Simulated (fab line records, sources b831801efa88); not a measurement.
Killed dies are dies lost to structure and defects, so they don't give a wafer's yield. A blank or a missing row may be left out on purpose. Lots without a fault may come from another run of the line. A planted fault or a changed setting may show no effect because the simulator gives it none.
Which tool did it? | flow sky130 | 6 lots, 18 wafers sampled, at 1 step of a route of 708

WHAT THE GAUGES READ, wafer by wafer
SKY_METAL2_OVL_MEAS_16.
lot  | measured     | on         | METAL2_OVL (nm)
L138 | day 37 20:38 | overlay-01 | 13 11 10
L140 | day 38 08:38 | overlay-02 | 0 -1 2
L141 | day 38 13:50 | overlay-02 | 0 12 3
L147 | day 39 20:35 | overlay-02 | 15 10 9
L153 | day 41 14:25 | overlay-01 | 11 11 19
L155 | day 42 00:31 | overlay-02 | 7 2 6

WHICH TOOL RAN EACH LOT (tool, then ch and the chambers of the sampled wafers, then the start)
The record holds no process step before these readings.

THE ANSWER, worked out from the rows above alone
Rule: what is usual is taken from the lots themselves. Put in order of their means at a reading, lots are off if they are a third of the lots or fewer, leave a main group of 4 or more, and stand apart from it by a gap of 3 or more times the standard deviation of the main group's means; of several such gaps the widest counts. A main group whose means are all the same, to the digits that the tables above print for the reading, isn't used. A lot without any number at a reading at which 4 lots or more have one is off too. The other lots that the step has rows for count as sound.
No lot is off at any reading shown: from this, nothing can be told.

WHAT THE SIMULATOR HAD PUT IN
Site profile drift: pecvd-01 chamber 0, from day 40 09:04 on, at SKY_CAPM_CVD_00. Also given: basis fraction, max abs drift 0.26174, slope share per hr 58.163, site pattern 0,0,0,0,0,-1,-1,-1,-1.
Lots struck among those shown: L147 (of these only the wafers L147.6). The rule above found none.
